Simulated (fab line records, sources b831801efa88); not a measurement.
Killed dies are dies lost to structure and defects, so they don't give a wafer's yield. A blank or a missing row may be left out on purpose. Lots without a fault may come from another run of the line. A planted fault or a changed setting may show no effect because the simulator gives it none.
fab line records | flow sky130
record lots=12 wafers=36 last_day=50
route steps=708 shown LOCAL_INTERCONNECT@387 VIA2@528 METAL4@632 VIA4@658 PAD_OPEN@708
lots that met no fault: from a run of the same line without faults
start_h: hours from the record's first day to the start of the lot's first wafer shown | wait_h: hours since the lot's step before | " the same as in the row above | L1.1+2: a row that stands for several wafers | - no value, or no start given | * or withheld: withheld | < > ~ a bound
route shown NAME@n: a module of which the file shows steps, and the number in the route of the first | usual: mean/standard deviation of fault-free wafers | same: alike in all rows | chamber/n: place in a boat | sites: the reading at each site | _std_site: their standard deviation | _edge_site: outer sites' mean less inner sites' | radius_mm: how far each site lies from the wafer's centre | mask NAME#n: copy n | behind: the tool/chamber that last shaped the wafer | hold: why the lot was held/for how many hours/how that ended | device: the transistor (n, p or np) that didn't switch | end of line: the same wafers' tests at the end of the route | a step without rows: its recipe alone | killed: dies lost to structure and defects at the first sort, not the wafer's yield | map: a wafer's dies, x killed, . not, _ none there
set.NAME: the setting as run; set.NAME@STEP: as run at that earlier step | model.NAME: the simulator's own value behind a step, which no gauge read
steps of the route over a sample of lots; a table a step, a row a wafer
services: from which hour (start_h, from the record's first day; less than 0 if before it) a tool's chamber was out of use, for how many hours, and why
## steps
# step SKY_LOCAL_INTERCONNECT_SPUTTER_00
# recipe material=TiN target_thk_nm=100 temp_c=300 power_w=6500 time_s=83.3 chamber_pressure_pa=0.4
# usual susceptor_temp_C=299.98/0.19 throttle_valve_pct=30.2/0.94
# columns lot.wafer tool chamber start_h wait_h susceptor_temp_C throttle_valve_pct
L573.2 pvd_sputter-01 - 687.65 0.2 300.13 30.1
L573.3 " - " " 299.82 31.3
L573.5 " - " " 299.98 30.3
L574.1 pvd_sputter-03 - 697.23 0.2 300.23 30.1
L574.3 " - " " 299.75 30.1
L574.4 " - " " 300.04 28.4
L576.1 pvd_sputter-01 - 717.50 0.1 299.95 31.4
L576.2 " - " " 300.01 29.8
L576.6 " - " " 300.03 30.7
L577.1 pvd_sputter-03 - 718.68 0.1 300.15 28.3
L577.5 " - " " 299.56 30.1
L577.6 " - " " 299.92 28.5
L579.1 pvd_sputter-03 - 732.15 0.1 300.14 30.1
L579.3 " - " " 299.89 28.6
L579.6 " - " " 300.27 30.0
L578.1 pvd_sputter-01 - 732.81 0.2 300.32 31.5
L578.2 " - " " 299.89 31.1
L578.5 " - " " 299.95 30.1
L580.3 pvd_sputter-03 - 744.23 0.1 300.24 28.7
L580.4 " - " " 299.80 30.1
L580.6 " - " " 300.22 28.5
L582.1 pvd_sputter-03 - 748.34 0.1 300.17 28.7
L582.2 " - " " 299.60 30.3
L582.3 " - " " 299.74 29.6
L585.1 pvd_sputter-03 - 783.08 0.2 300.25 29.7
L585.2 " - " " 299.88 30.2
L585.5 " - " " 299.93 30.2
L584.4 pvd_sputter-03 - 787.14 0.2 299.85 30.1
L584.5 " - " " 300.17 30.0
L584.6 " - " " 299.61 30.2
L587.1 pvd_sputter-01 - 799.45 0.1 299.98 30.6
L587.2 " - " " 300.14 31.5
L587.6 " - " " 299.87 29.8
L593.1 pvd_sputter-01 - 843.15 0.2 300.39 30.2
L593.2 " - " " 300.26 29.6
L593.5 " - " " 299.82 31.4
# step SKY_VIA2_CVD_21
# recipe material=W target_thk_nm=420 time_s=126.4 temp_c=400 pressure_torr=40
# usual heater_power_w=962/64 susceptor_temp_C=400.02/0.24
# columns lot.wafer tool chamber start_h wait_h heater_power_w susceptor_temp_C
L573.2 cvd_w-02 1 857.06 0.0 1019 400.16
L573.3 " 0 " " 903 400.12
L573.5 " 0 " " 921 399.66
L574.1 cvd_w-02 1 865.83 0.0 994 399.90
L574.3 " 0 " " 912 400.08
L574.4 " 1 " " 1009 400.18
L576.1 cvd_w-02 0 885.37 0.0 921 400.25
L576.2 " 1 " " 1007 400.05
L576.6 " 1 " " 986 399.91
L577.1 cvd_w-01 1 886.47 0.0 1104 399.98
L577.5 " 1 " " 1124 399.77
L577.6 " 0 " " 890 400.03
L579.1 cvd_w-02 1 898.16 0.0 1011 400.18
L579.3 " 1 " " 1014 399.69
L579.6 " 1 " " 965 399.63
L578.1 cvd_w-02 1 899.92 0.0 1006 399.97
L578.2 " 0 " " 894 400.11
L578.5 " 0 " " 940 399.60
L580.3 cvd_w-02 0 909.35 0.1 912 400.21
L580.4 " 1 " " 990 400.31
L580.6 " 1 " " 980 400.15
L582.1 cvd_w-02 0 913.10 0.0 945 400.20
L582.2 " 1 " " 978 400.31
L582.3 " 1 " " 1014 400.02
L585.1 cvd_w-02 0 946.13 0.0 898 400.57
L585.2 " 1 " " 1001 399.79
L585.5 " 0 " " 917 400.06
L584.4 cvd_w-02 0 948.47 0.1 908 400.25
L584.5 " 1 " " 995 400.26
L584.6 " 0 " " 909 399.95
L587.1 cvd_w-02 0 960.37 0.0 925 399.94
L587.2 " 1 " " 984 400.17
L587.6 " 0 " " 908 400.35
L593.1 cvd_w-01 0 999.39 0.0 867 399.86
L593.2 " 1 " " 1036 400.14
L593.5 " 1 " " 1054 400.20
# step SKY_METAL4_ETCH_16
# recipe chemistry=N2/H2 target=BARC ion_energy_ev=200 bias_w=100 pressure_mtorr=30 n2_flow_sccm=100 h2_flow_sccm=200 icp_w=500 stop_on=SiO2 time_s=88.2 target_depth_a=600
# usual drypump_motor_current_A=5.9/0.34 n2_flow_sccm=99.98/0.26 oes_product_au=0.626/0.005 throttle_valve_pct=13.204/0.0088
# columns lot.wafer tool chamber start_h wait_h drypump_motor_current_A n2_flow_sccm oes_product_au rf_hours_counter_h throttle_valve_pct
L573.2 rie_metal-02 1 986.30 0.0 6.1 100.21 0.621 12 13.216
L573.3 " 1 " " 6.1 99.82 0.625 - 13.181
L573.5 " 0 " " 6.2 100.17 0.617 - 13.217
L574.1 rie_metal-01 1 994.64 0.0 6.3 100.08 0.627 16 13.205
L574.3 " 0 " " 5.9 99.88 0.636 - 13.200
L574.4 " 1 " " 6.3 99.96 0.631 - 13.196
L576.1 rie_metal-02 0 1010.45 0.0 6.2 99.80 0.632 12 13.215
L576.2 " 1 " " 6.1 99.97 0.617 13 13.198
L576.6 " 1 " " 6.1 99.89 0.626 - 13.198
L577.1 rie_metal-01 1 1011.90 0.0 6.3 100.07 0.625 18 13.189
L577.5 " 0 " " 6.0 99.77 0.619 - 13.216
L577.6 " 1 " " 6.3 100.07 0.628 - 13.204
L579.1 rie_metal-01 1 1024.25 0.0 6.3 100.13 0.621 18 13.207
L579.3 " 0 " " 5.9 100.03 0.617 - 13.204
L579.6 " 1 " " 6.3 100.08 0.626 - 13.198
L578.1 rie_metal-04 0 1025.10 0.0 5.3 100.03 0.632 18 13.197
L578.2 " 1 " " 5.6 100.29 0.628 17 13.202
L578.5 " 0 " " 5.3 99.85 0.629 - 13.202
L580.3 rie_metal-01 1 1032.93 0.0 6.3 100.40 0.633 - 13.204
L580.4 " 0 " " 6.0 99.99 0.631 - 13.204
L580.6 " 1 " " 6.3 100.35 0.630 - 13.214
L582.1 rie_metal-04 0 1037.70 0.0 5.3 99.93 0.622 18 13.226
L582.2 " 1 " " 5.6 99.44 0.626 17 13.200
L582.3 " 0 " " 5.3 99.27 0.626 - 13.206
L585.1 rie_metal-01 1 1066.01 0.0 6.3 100.29 0.625 21 13.220
L585.2 " 0 " " 6.0 100.26 0.629 7 13.212
L585.5 " 0 " " 5.9 99.93 0.623 - 13.196
L584.4 rie_metal-01 1 1068.75 0.1 6.3 99.81 0.623 - 13.210
L584.5 " 1 " " 6.3 99.97 0.622 - 13.186
L584.6 " 0 " " 5.9 99.93 0.620 - 13.197
L587.1 rie_metal-01 0 1079.50 0.0 6.0 99.99 0.631 9 13.210
L587.2 " 1 " " 6.3 100.06 0.625 23 13.209
L587.6 " 0 " " 5.9 100.09 0.627 - 13.205
L593.1 rie_metal-04 0 1111.77 0.0 5.3 100.05 0.620 23 13.209
L593.2 " 1 " " 5.6 99.92 0.633 22 13.205
L593.5 " 0 " " 5.3 100.10 0.624 - 13.186
# step SKY_VIA4_RS_MEAS_19
# recipe thk_meas_gauge=four-point-probe reads=W_of_VIA4_CVD_18+TiN_of_VIA4_SPUTTER_17
# usual VIA4_W_RS=0.2262/0.0021
# columns lot.wafer tool chamber start_h wait_h VIA4_W_RS[ohm/sq]
L573.2 film_metro-01 - 1011.90 0.1 0.2252
L573.3 " - " " 0.2244
L573.5 " - " " 0.2263
L574.1 film_metro-03 - 1020.43 0.1 0.2272
L574.3 " - " " 0.2276
L574.4 " - " " 0.2248
L576.1 film_metro-03 - 1035.38 0.1 0.2262
L576.2 " - " " 0.2274
L576.6 " - " " 0.2267
L577.1 film_metro-01 - 1036.95 0.1 0.2272
L577.5 " - " " 0.2259
L577.6 " - " " 0.2286
L579.1 film_metro-03 - 1048.85 0.1 0.2237
L579.3 " - " " 0.2239
L579.6 " - " " 0.2248
L578.1 film_metro-03 - 1049.50 0.1 0.2250
L578.2 " - " " 0.2227
L578.5 " - " " 0.2238
L580.3 film_metro-03 - 1057.81 0.1 0.2228
L580.4 " - " " 0.2226
L580.6 " - " " 0.2210
L582.1 film_metro-04 - 1062.01 0.1 0.2263
L582.2 " - " " 0.2256
L582.3 " - " " 0.2255
L585.1 film_metro-01 - 1089.83 0.1 0.2270
L585.2 " - " " 0.2252
L585.5 " - " " 0.2256
L584.4 film_metro-04 - 1092.20 0.1 0.2272
L584.5 " - " " 0.2311
L584.6 " - " " 0.2303
L587.1 film_metro-01 - 1101.66 0.1 0.2286
L587.2 " - " " 0.2297
L587.6 " - " " 0.2326
L593.1 film_metro-04 - 1133.29 0.1 0.2252
L593.2 " - " " 0.2283
L593.5 " - " " 0.2253
# step SKY_PAD_OPEN_PROBE_99
# usual killed_at_M0_to_M3=44/7.3 killed_at_M4_up=3.0/1.9 killed_at_contacts=24/5 killed_at_front_end=16/4.5 killed_at_other=0.3/0.46 killed_dies=87/10 killed_open=47/8.3 killed_short=39/6.4
# same gross_dies=492 killed_at_back_side=0
# columns lot.wafer tool chamber start_h wait_h hold killed_at_M0_to_M3 killed_at_M4_up killed_at_contacts killed_at_front_end killed_at_other killed_dies killed_open killed_short
L573.2 prober-02 - 1082.84 0.1 - 38 2 28 12 0 80 42 38
L573.3 prober-02 - 1082.89 0.2 - 43 4 16 27 1 91 48 43
L573.5 prober-02 - 1082.99 0.2 - 38 1 29 20 1 89 50 39
L574.1 prober-01 - 1088.75 0.1 - 47 4 26 23 1 101 47 54
L574.3 prober-01 - 1088.85 0.2 - 59 6 27 15 0 107 49 58
L574.4 prober-01 - 1088.90 0.2 - 43 2 21 19 1 86 44 42
L576.1 prober-01 - 1102.73 0.1 - 57 1 31 14 0 103 64 39
L576.2 prober-01 - 1102.78 0.1 - 43 1 22 14 0 80 44 36
L576.6 prober-01 - 1102.98 0.2 - 55 1 24 10 1 91 54 37
L577.1 prober-02 - 1105.23 0.1 - 52 3 33 18 0 106 64 42
L577.5 prober-02 - 1105.43 0.2 - 30 3 26 12 1 72 46 26
L577.6 prober-02 - 1105.48 0.2 - 42 2 24 20 1 89 49 40
L579.1 prober-01 - 1114.25 0.1 - 49 0 23 13 0 85 55 30
L579.3 prober-01 - 1114.35 0.2 - 36 3 10 18 0 67 34 33
L579.6 prober-01 - 1114.50 0.2 - 47 5 25 10 0 87 48 39
L578.1 prober-02 - 1115.58 0.1 - 50 2 20 9 0 81 34 47
L578.2 prober-02 - 1115.63 0.1 - 44 6 27 15 0 92 51 41
L578.5 prober-02 - 1115.78 0.2 - 29 0 15 8 1 53 33 20
L580.3 prober-01 - 1122.85 0.2 - 47 1 22 16 0 86 42 44
L580.4 prober-01 - 1122.90 0.2 - 48 5 28 17 0 98 52 46
L580.6 prober-01 - 1123.00 0.2 - 54 1 28 16 0 99 53 46
L582.1 prober-01 - 1127.10 0.1 - 52 6 18 13 0 89 49 40
L582.2 prober-01 - 1127.15 0.1 - 40 4 29 9 0 82 45 37
L582.3 prober-01 - 1127.20 0.2 - 43 6 26 17 1 93 56 37
L585.1 prober-01 - 1150.94 0.1 await_dispo/5.4h/release 35 2 72 19 0 128 38 37
L585.2 prober-01 - 1150.99 0.1 await_dispo/5.4h/release 34 2 30 20 0 86 53 33
L585.5 prober-01 - 1151.14 0.2 await_dispo/5.4h/release 40 2 22 12 1 77 41 36
L584.4 prober-01 - 1154.77 0.2 await_dispo/5.0h/release 59 2 22 18 1 102 58 44
L584.5 prober-01 - 1154.82 0.2 await_dispo/5.0h/release 41 3 70 14 1 129 29 50
L584.6 prober-01 - 1154.87 0.2 await_dispo/5.0h/release 50 4 17 17 0 88 42 46
L587.1 prober-02 - 1162.75 0.1 - 51 4 25 32 0 112 68 44
L587.2 prober-02 - 1162.80 0.1 - 49 1 32 21 0 103 51 52
L587.6 prober-02 - 1163.00 0.2 - 58 5 19 10 0 92 46 46
L593.1 prober-02 - 1189.19 0.1 - 45 4 23 8 0 80 40 40
L593.2 prober-02 - 1189.24 0.1 - 38 7 20 16 1 82 47 35
L593.5 prober-02 - 1189.39 0.2 - 42 6 18 9 0 75 33 42
# killed by level:class
L573.2 LI_CONTACT:geometric_particle:open=10 METAL2:geometric_particle:short=8 CONTACT:geometric_particle:open=7 FIELD_ISO:geometric_particle:open=5 VIA2:geometric_particle:open=5 CONTACT:geometric_particle:short=5 METAL1:geometric_particle:short=5 VIA1:geometric_particle:open=5
L573.3 FIELD_ISO:geometric_particle:open=10 CONTACT:geometric_particle:open=10 METAL1:geometric_particle:short=8 POLY_GATE:geometric_particle:short=7 METAL3:geometric_particle:short=6 VIA1:geometric_particle:open=6 VIA3:geometric_particle:open=5 FIELD_ISO:geometric_particle:short=4
L573.5 CONTACT:geometric_particle:open=10 LI_CONTACT:geometric_particle:open=8 VIA1:geometric_particle:open=8 VIA3:geometric_particle:open=6 CONTACT:geometric_particle:short=6 METAL2:geometric_particle:short=5 VIA2:geometric_particle:open=5 POLY_GATE:geometric_particle:short=4
L574.1 VIA1:geometric_particle:short=11 CONTACT:geometric_particle:open=11 FIELD_ISO:geometric_particle:short=8 VIA1:geometric_particle:open=8 VIA2:geometric_particle:short=5 VIA2:geometric_particle:open=5 CONTACT:geometric_particle:short=5 METAL2:geometric_particle:short=5
L574.3 VIA1:geometric_particle:open=12 VIA1:geometric_particle:short=9 CONTACT:geometric_particle:open=8 VIA3:geometric_particle:open=8 METAL1:geometric_particle:short=7 POLY_GATE:geometric_particle:short=6 LI_CONTACT:geometric_particle:short=6 LI_CONTACT:geometric_particle:open=6
L574.4 VIA1:geometric_particle:open=8 LI_CONTACT:geometric_particle:open=6 CONTACT:geometric_particle:open=6 METAL2:geometric_particle:short=6 FIELD_ISO:geometric_particle:short=5 VIA2:geometric_particle:open=5 VIA3:geometric_particle:open=5 POLY_GATE:geometric_particle:open=4
L576.1 CONTACT:geometric_particle:open=11 VIA1:geometric_particle:open=11 VIA3:geometric_particle:open=11 VIA2:geometric_particle:open=9 METAL1:geometric_particle:short=8 LI_CONTACT:geometric_particle:open=8 CONTACT:geometric_particle:short=7 METAL2:geometric_particle:short=5
L576.2 VIA1:geometric_particle:open=11 CONTACT:geometric_particle:open=10 VIA1:geometric_particle:short=6 VIA2:geometric_particle:open=6 LI_CONTACT:geometric_particle:open=5 VIA3:geometric_particle:open=5 METAL3:geometric_particle:short=4 FIELD_ISO:geometric_particle:short=3
L576.6 VIA1:geometric_particle:open=12 VIA3:geometric_particle:open=10 CONTACT:geometric_particle:open=10 LI_CONTACT:geometric_particle:open=6 VIA2:geometric_particle:open=6 METAL1:geometric_particle:short=6 VIA1:geometric_particle:short=6 POLY_GATE:geometric_particle:short=4
L577.1 CONTACT:geometric_particle:open=12 VIA1:geometric_particle:open=11 VIA2:geometric_particle:open=11 LI_CONTACT:geometric_particle:open=7 VIA3:geometric_particle:open=7 POLY_GATE:geometric_particle:short=6 METAL1:geometric_particle:short=6 VIA1:geometric_particle:short=5
L577.5 LI_CONTACT:geometric_particle:open=9 CONTACT:geometric_particle:open=9 VIA1:geometric_particle:open=7 VIA3:geometric_particle:open=7 CONTACT:geometric_particle:short=5 VIA2:geometric_particle:open=5 FIELD_ISO:geometric_particle:short=3 POLY_GATE:geometric_particle:open=3
L577.6 VIA1:geometric_particle:open=12 CONTACT:geometric_particle:open=10 POLY_GATE:geometric_particle:short=7 LI_CONTACT:geometric_particle:open=6 VIA3:geometric_particle:open=6 FIELD_ISO:geometric_particle:open=5 LOCAL_INTERCONNECT:geometric_particle:short=4 METAL1:geometric_particle:short=4
L579.1 VIA1:geometric_particle:open=16 LI_CONTACT:geometric_particle:open=10 VIA2:geometric_particle:open=10 CONTACT:geometric_particle:open=7 METAL1:geometric_particle:short=7 FIELD_ISO:geometric_particle:open=5 VIA1:geometric_particle:short=5 LI_CONTACT:geometric_particle:short=3
L579.3 VIA1:geometric_particle:open=8 FIELD_ISO:geometric_particle:short=5 METAL1:geometric_particle:open=4 SPACER:geometric_particle:short=4 VIA3:geometric_particle:open=4 CONTACT:geometric_particle:open=4 METAL2:geometric_particle:short=4 POLY_GATE:geometric_particle:open=3
L579.6 LI_CONTACT:geometric_particle:open=9 VIA3:geometric_particle:open=8 VIA1:geometric_particle:short=8 CONTACT:geometric_particle:short=6 VIA1:geometric_particle:open=6 VIA2:geometric_particle:open=6 LOCAL_INTERCONNECT:geometric_particle:short=4 CONTACT:geometric_particle:open=4
L578.1 METAL1:geometric_particle:short=9 VIA2:geometric_particle:open=9 VIA1:geometric_particle:open=8 METAL2:geometric_particle:short=8 CONTACT:geometric_particle:open=6 LOCAL_INTERCONNECT:geometric_particle:short=5 METAL3:geometric_particle:short=4 VIA1:geometric_particle:short=4
L578.2 LI_CONTACT:geometric_particle:open=10 METAL1:geometric_particle:short=9 CONTACT:geometric_particle:open=8 VIA3:geometric_particle:open=7 VIA2:geometric_particle:open=6 METAL2:geometric_particle:short=5 POLY_GATE:geometric_particle:open=5 VIA1:geometric_particle:open=5
L578.5 VIA1:geometric_particle:open=9 CONTACT:geometric_particle:open=6 METAL1:geometric_particle:short=5 LI_CONTACT:geometric_particle:open=4 VIA2:geometric_particle:open=4 LOCAL_INTERCONNECT:geometric_particle:short=4 VIA3:geometric_particle:open=4 METAL2:geometric_particle:short=3
L580.3 CONTACT:geometric_particle:open=10 VIA1:geometric_particle:open=9 METAL1:geometric_particle:short=9 METAL2:geometric_particle:short=8 CONTACT:geometric_particle:short=7 VIA2:geometric_particle:open=6 METAL3:geometric_particle:short=6 FIELD_ISO:geometric_particle:open=5
L580.4 LI_CONTACT:geometric_particle:open=11 CONTACT:geometric_particle:open=9 VIA1:geometric_particle:open=9 VIA1:geometric_particle:short=8 METAL2:geometric_particle:short=8 VIA2:geometric_particle:open=7 METAL1:geometric_particle:short=7 POLY_GATE:geometric_particle:open=5
L580.6 VIA1:geometric_particle:open=16 METAL2:geometric_particle:short=11 CONTACT:geometric_particle:open=11 METAL1:geometric_particle:short=8 LOCAL_INTERCONNECT:geometric_particle:short=6 CONTACT:geometric_particle:short=6 VIA3:geometric_particle:open=6 FIELD_ISO:geometric_particle:open=5
L582.1 VIA1:geometric_particle:open=10 VIA2:geometric_particle:open=10 CONTACT:geometric_particle:open=8 METAL1:geometric_particle:short=8 METAL2:geometric_particle:short=7 LI_CONTACT:geometric_particle:open=6 VIA1:geometric_particle:short=5 METAL4:geometric_particle:short=4
L582.2 CONTACT:geometric_particle:open=13 VIA1:geometric_particle:open=9 CONTACT:geometric_particle:short=7 METAL2:geometric_particle:short=6 VIA3:geometric_particle:open=6 VIA2:geometric_particle:open=6 METAL3:geometric_particle:short=5 METAL4:geometric_particle:short=4
L582.3 VIA1:geometric_particle:open=11 LI_CONTACT:geometric_particle:open=9 CONTACT:geometric_particle:open=9 VIA3:geometric_particle:open=8 VIA3:geometric_particle:short=7 FIELD_ISO:geometric_particle:open=6 VIA2:geometric_particle:short=5 POLY_GATE:geometric_particle:open=4
L585.1 LOCAL_INTERCONNECT:unspecified=53 VIA1:geometric_particle:open=10 FIELD_ISO:geometric_particle:short=6 METAL2:geometric_particle:short=6 VIA2:geometric_particle:open=6 LI_CONTACT:geometric_particle:open=5 CONTACT:geometric_particle:open=5 POLY_GATE:geometric_particle:short=4
L585.2 CONTACT:geometric_particle:open=17 POLY_GATE:geometric_particle:open=7 LI_CONTACT:geometric_particle:open=6 VIA1:geometric_particle:open=6 POLY_GATE:geometric_particle:short=5 LOCAL_INTERCONNECT:geometric_particle:short=5 VIA3:geometric_particle:open=5 VIA2:geometric_particle:open=4
L585.5 VIA1:geometric_particle:short=8 POLY_GATE:geometric_particle:open=7 CONTACT:geometric_particle:short=7 CONTACT:geometric_particle:open=7 VIA3:geometric_particle:open=6 VIA1:geometric_particle:open=5 VIA2:geometric_particle:open=5 VIA3:geometric_particle:short=5
L584.4 CONTACT:geometric_particle:open=12 VIA3:geometric_particle:open=12 VIA1:geometric_particle:open=10 METAL1:geometric_particle:short=10 VIA2:geometric_particle:open=7 FIELD_ISO:geometric_particle:short=5 METAL2:geometric_particle:short=5 POLY_GATE:geometric_particle:open=4
L584.5 LOCAL_INTERCONNECT:unspecified=50 VIA1:geometric_particle:short=9 LI_CONTACT:geometric_particle:open=6 VIA2:geometric_particle:open=6 METAL1:geometric_particle:short=6 FIELD_ISO:geometric_particle:short=5 CONTACT:geometric_particle:short=5 POLY_GATE:geometric_particle:short=4
L584.6 METAL1:geometric_particle:short=14 VIA3:geometric_particle:open=10 CONTACT:geometric_particle:open=7 VIA2:geometric_particle:open=6 VIA1:geometric_particle:open=6 FIELD_ISO:geometric_particle:short=5 POLY_GATE:geometric_particle:short=5 LOCAL_INTERCONNECT:geometric_particle:short=4
L587.1 VIA1:geometric_particle:open=17 LI_CONTACT:geometric_particle:open=11 FIELD_ISO:geometric_particle:short=10 VIA3:geometric_particle:open=10 FIELD_ISO:geometric_particle:open=8 CONTACT:geometric_particle:open=8 VIA1:geometric_particle:short=6 METAL1:geometric_particle:short=6
L587.2 VIA1:geometric_particle:open=11 CONTACT:geometric_particle:open=10 LOCAL_INTERCONNECT:geometric_particle:short=9 METAL1:geometric_particle:short=8 POLY_GATE:geometric_particle:open=7 METAL2:geometric_particle:short=7 LI_CONTACT:geometric_particle:open=5 VIA3:geometric_particle:short=5
L587.6 LI_CONTACT:geometric_particle:open=9 METAL1:geometric_particle:short=9 VIA1:geometric_particle:open=9 VIA3:geometric_particle:open=9 METAL2:geometric_particle:short=7 VIA1:geometric_particle:short=7 VIA2:geometric_particle:open=6 CONTACT:geometric_particle:open=4
L593.1 METAL2:geometric_particle:short=9 VIA3:geometric_particle:open=9 VIA1:geometric_particle:open=8 CONTACT:geometric_particle:open=7 METAL1:geometric_particle:short=6 LI_CONTACT:geometric_particle:open=5 FIELD_ISO:geometric_particle:open=4 LOCAL_INTERCONNECT:geometric_particle:short=4
L593.2 CONTACT:geometric_particle:open=11 VIA2:geometric_particle:open=9 FIELD_ISO:geometric_particle:open=7 VIA1:geometric_particle:open=6 METAL4:geometric_particle:short=6 FIELD_ISO:geometric_particle:short=4 METAL1:geometric_particle:short=4 METAL2:geometric_particle:short=4
L593.5 CONTACT:geometric_particle:open=10 VIA1:geometric_particle:open=8 METAL1:geometric_particle:short=6 METAL2:geometric_particle:short=6 POLY_GATE:geometric_particle:short=5 METAL4:geometric_particle:short=5 CONTACT:geometric_particle:short=4 VIA1:geometric_particle:short=4
## services
# columns tool chamber start_h hours kind
rie_metal-02 0 689.87 4.1 repair
cvd_w-01 - 718.86 3.8 pm
cvd_w-02 0 731.14 2.9 repair
rie_metal-02 0 748.22 22.5 repair
cvd_w-02 0 758.07 6.3 repair
rie_metal-02 - 782.37 0.8 repair
pvd_sputter-03 - 797.96 2.7 repair
cvd_w-01 - 838.17 0.4 repair
cvd_w-02 0 868.19 8.1 repair
cvd_w-01 - 904.00 14.0 pm
rie_metal-01 - 905.46 13.4 repair
rie_metal-04 0 963.45 5.2 repair
cvd_w-02 - 977.91 2.8 pm
rie_metal-02 0 1000.76 2.1 repair
rie_metal-04 0 1001.77 20.9 repair
rie_metal-02 1 1002.37 5.3 repair
cvd_w-01 - 1008.04 6.9 pm
cvd_w-01 - 1015.93 2.8 pm
pvd_sputter-01 - 1036.32 1.5 repair
rie_metal-04 - 1041.95 0.6 repair
rie_metal-04 - 1051.56 2.8 pm
pvd_sputter-03 - 1061.05 2.2 repair
cvd_w-02 - 1064.33 0.7 repair
rie_metal-01 - 1091.85 0.4 repair
## key
first_sign step=SKY_PAD_OPEN_PROBE_99 reading=killed_at_contacts direction=up sigmas=9.4 usual=24 struck=71
effect step=SKY_PAD_OPEN_PROBE_99 reading=killed_dies direction=up sigmas=4.1 usual=87 struck=128
met_at SKY_LOCAL_INTERCONNECT_SPUTTER_00
struck_lots L584,L585
struck_wafers L584.5,L585.1
tester_left_out L584,L585
not_acting_at SKY_VIA2_CVD_21,SKY_METAL4_ETCH_16,SKY_VIA4_RS_MEAS_19
onset_between 748.34 783.08
fault kind=chamber_particle_source tool=pvd_sputter-03 chamber=- onset_h=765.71 steps=SKY_LOCAL_INTERCONNECT_SPUTTER_00 rate_per_visit_cm2=0.81609 end_h=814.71 scope=struck_wafers_only
# tester_left_out: of these lots the tester's yield and bins aren't shown, on N5 and GAA mostly nor the transistor test; their killed dies are dies lost to structure and defects alone, not to doping, threshold or leakage, so they don't give the yield
